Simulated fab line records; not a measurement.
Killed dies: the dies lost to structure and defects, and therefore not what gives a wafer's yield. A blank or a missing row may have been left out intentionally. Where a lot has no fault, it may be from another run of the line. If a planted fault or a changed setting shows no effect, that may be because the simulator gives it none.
Split-lot experiment	flow sky130	route with 708 steps; 5 lots, 23 wafers read

THE SPLIT
At SKY_CONTACT_HDPCVD_02 (deposits SiO2, target thk 565 nm, time 94.2 s), the setting time s was moved away from the recipe's 94.2 s on 5 of the 23 wafers read, by +8.6% to +12.3%. All remaining wafers had this setting at the recipe value.

Between the split and the reading, the file records no step.

THE READING
CONTACT_HDPCVD_THK at SKY_CONTACT_THK_MEAS_03, in nm. Typical for fault-free wafers on this fab line: 570 nm, with standard deviation 6.2 nm.

wafer	tool, chamber at the split	time s as run, s	against the recipe	CONTACT_HDPCVD_THK, nm	against lot-mates on the recipe
L074.1	hdpcvd-01, 1	94.2	recipe	577	-
L074.4	hdpcvd-01, 2	94.2	recipe	570	-
L074.6	hdpcvd-01, 0	94.2	recipe	570	-
L077.1	hdpcvd-02, 1	94.2	recipe	570	-
L077.2	hdpcvd-02, 2	94.2	recipe	566	-
L077.3	hdpcvd-02, 0	94.2	recipe	575	-
L077.4	hdpcvd-02, 0	94.2	recipe	572	-
L077.5	hdpcvd-02, 2	94.2	recipe	562	-
L081.1	hdpcvd-01, 0,0,2	94.2	recipe	570	-
L081.2	hdpcvd-01, 2	94.2	recipe	568	-
L081.4	hdpcvd-01, 1	94.2	recipe	581	-
L081.5	hdpcvd-01, 0,0,2	94.2	recipe	562	-
L081.6	hdpcvd-01, 0,0,2	94.2	recipe	568	-
L082.1	hdpcvd-02, 1	94.2	recipe	574	-
L082.2	hdpcvd-02, 2	105.8	+12.3%	635	+64
L082.3	hdpcvd-02, 0	94.2	recipe	568	-
L082.4	hdpcvd-02, 1	105.8	+12.3%	634	+63
L082.6	hdpcvd-02, 2	105.8	+12.3%	635	+64
L084.1	hdpcvd-01, 1	94.2	recipe	574	-
L084.3	hdpcvd-01, 0	94.2	recipe	564	-
L084.4	hdpcvd-01, 1	102.3	+8.6%	621	+54
L084.5	hdpcvd-01, 0	102.3	+8.6%	614	+47
L084.6	hdpcvd-01, 2	94.2	recipe	564	-
If several chambers appear in one row, that row covers several wafers at once and the file leaves open which wafer was in which chamber.

FIT RESULTS
A straight line over all 23 wafers: CONTACT_HDPCVD_THK changes by +5.34 nm for each +1% of time s; r = +0.98; the points scatter about the line by 4.8 nm.
The same after taking each lot's own level away (the mean of its wafers on the recipe; 23 wafers): +5.32 nm for each +1%; r = +0.98; scatter 4.8 nm.
Per that fit: largest time s move, reading shift of 66 nm.
From 567.3 to 572.3 nm: that is the span of the lots' own levels, equal to 0.8 times the standard deviation above.
Hence the lot-to-lot level has little effect on the slope; both slopes agree.
Check: for one of the wafers moved furthest among these (+12.3%), held out of the fit, the line's prediction against its lot-mates is +66.2 nm. It came out at +64 nm against them.

FURTHER SPLITS ON THESE WAFERS
Before the reading, these wafers also passed through other splits. Each is held against what the fit with the lots' levels taken away leaves over:
other split on the same wafers	wafers away from the commonest value	r with CONTACT_HDPCVD_THK (lot level and that fit taken away)
SKY_LI_CONTACT_HDPCVD_00 time s	9	-0.07
SKY_LI_CONTACT_CMP_02 leave above ref nm	8	-0.23
SKY_LI_CONTACT_ETCH_14 source w	8	-0.01
SKY_LI_CONTACT_SPUTTER_20 power w	10	+0.14

THE WHOLE CHAIN: every reading that the file lists as answering this split, in the file's order
step	what it does	reading	change (the file's fit)	r (the file's)
SKY_CONTACT_THK_MEAS_03		CONTACT_HDPCVD_THK	+5.37 for each +1% of the setting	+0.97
SKY_CONTACT_CMP_04	polishes SiO2	time to endpoint s	withheld for each +1% of the setting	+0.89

THE FILE'S OWN FIT
CONTACT_HDPCVD_THK changes by +5.37 nm for each +1% of time s, r = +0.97.
